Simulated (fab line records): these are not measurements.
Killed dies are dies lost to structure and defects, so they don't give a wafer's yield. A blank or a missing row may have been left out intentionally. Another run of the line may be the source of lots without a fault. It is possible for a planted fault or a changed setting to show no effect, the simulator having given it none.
A lot that was struck, set against a sound lot -- flow gf180mcu -- 18 steps out of a route of 602
Sound: the wafers L785.1, L785.4, L785.5. Struck: wafers L796.1, L796.4. (L796.2 of the same lot was not struck and is left out.) The cause comes at the end.
Order at every step that has rows: each side's tool, ch and its chambers, its first start. Under that, the readings that differ: sound wafers -- struck wafers -- difference of the means -- sigmas: that difference in standard deviations of wafers without a fault.
alike: words and numbers the same on both sides, and readings whose means are apart by under 2 such deviations; not compared: readings that were withheld, readings missing a value for some wafer, numbers with overlapping values and no deviation given by the record, and bounds like >300 which may hide the same value.
The two part at a step that has a row with sigmas, a row that says differs or no value, or rows on one side only. When numbers do not overlap yet have no deviation, they are printed without sigmas and do not part them. A reading that every wafer of one side lacks parts them only if that side has two wafers or more.

first, 2 steps without rows for these wafers: GF_CONTACT_PEB_12 (peb time 90 s); GF_CONTACT_DEVELOP_13 (develop time 60 s).
GF_CONTACT_CD_MEAS_14: the cd target is 220 nm.
  struck on cdSem-01, day 22 08:10; sound on cdSem-01, day 18 04:16
  alike: cdNm
GF_CONTACT_OVL_MEAS_15:
  struck on overlay-01, day 22 08:17; sound on overlay-02, day 18 04:23
  alike: CONTACT_OVL
then, 1 step without rows for these wafers: GF_CONTACT_ETCH_16 (etches BARC in N2/H2).
GF_CONTACT_ETCH_17: etches SiO2 in C4F8/O2/Ar, stops on CoSi2, target depth 860 nm.
  sound on rieDiel-04 ch 2,3; struck on rieDiel-04 ch 1,3
  alike: oesProductAu, rfFwdPowerW
GF_CONTACT_STRIP_18: strips in O2/N2.
  sound on plasmaAsher-02 ch 0,1, day 18 04:35; struck on plasmaAsher-02 ch 1, day 22 08:28
  alike: drypumpMotorCurrentA, heaterPowerW, oesProductAu
  not compared: rfHoursCounterH
then, 3 steps without rows for these wafers: GF_CONTACT_CLEAN_19 (cleans in SPM); GF_CONTACT_CLEAN_20 (cleans in DIW); GF_CONTACT_CLEAN_21 (cleans in dHF, time 20 s).
GF_CONTACT_SPUTTER_22: material Ti, target thk 15 nm, time 80.02 s.
  struck on pvdSputter-01, day 22 08:47; sound on pvdSputter-01, day 18 04:53
  alike: chamberPressurePa, throttleValvePct
GF_CONTACT_SPUTTER_23: material TiN, target thk 10 nm, time 40 s.
  struck on pvdSputter-01, day 22 08:50; sound on pvdSputter-01, day 18 04:57
  alike: chamberPressurePa, throttleValvePct
GF_CONTACT_CVD_24: deposits W, target thk 300 nm, time 90.339 s.
  sound on cvdW-02 ch 1, day 18 04:59; struck on cvdW-02 ch 0, day 22 08:53
reading,sound,struck,difference,sigmas
susceptorTempC (C),399.91 400.09 400.13,376.35 376.50,-23.62,-99 or more
model.W_of_CONTACT_CVD_24.thkNm (nm),302.2 303 299.5,192.6 190.8,-109.9,
  alike: heaterPowerW
GF_CONTACT_RS_MEAS_25: measures by four-point-probe.
  struck on filmMetro-02, day 22 08:59; sound on filmMetro-01, day 18 05:05
reading,sound,struck,difference,sigmas
CONTACT_W_RS (ohm/sq),0.380 0.379 0.384,0.600 0.604,+0.221,+48
GF_CONTACT_THK_MEAS_26: measures by xrf.
  struck on filmMetro-02, day 22 09:06; sound on filmMetro-01, day 18 05:13
reading,sound,struck,difference,sigmas
CONTACT_W_THK (nm),306 305 302,190 187,-116,-23
GF_CONTACT_CMP_27: polishes, stops on SiO2, t overpolish 15 s, target thk 0 nm.
  sound on cmp-01 ch 1,3, day 18 05:16; struck on cmp-02 ch 0,1, day 22 09:13
reading,sound,struck,difference,sigmas
timeToEndpointS (s),72 79 75,50 51,-25,-7
  alike: headPressurePsi, motorCurrentA, slurryFilterDpKPa
GF_M1_SPUTTER_00: material Ti, target thk 37.5 nm, time 150 s.
  struck on pvdSputter-01, day 22 09:28; sound on pvdSputter-01, day 18 05:34
  alike: chamberPressurePa, throttleValvePct
-- the record jumps here: 12 days lie between the struck wafers' starts before and after (it left off in module M1 and takes up again in module PASSIVATION, whose first step shown is number 602 of the route) --
GF_PASSIVATION_PROBE_99:
  rows exist in the record for the struck wafers here (prober-02, day 33 22:10), but not for the sound ones

## WHERE THEY PART
Earliest at GF_CONTACT_CVD_24; latest, in this record, at GF_PASSIVATION_PROBE_99.

WHY: whatever the simulator had introduced
cvdW-02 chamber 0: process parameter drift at GF_CONTACT_CVD_24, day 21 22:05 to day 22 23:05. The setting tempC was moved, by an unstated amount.
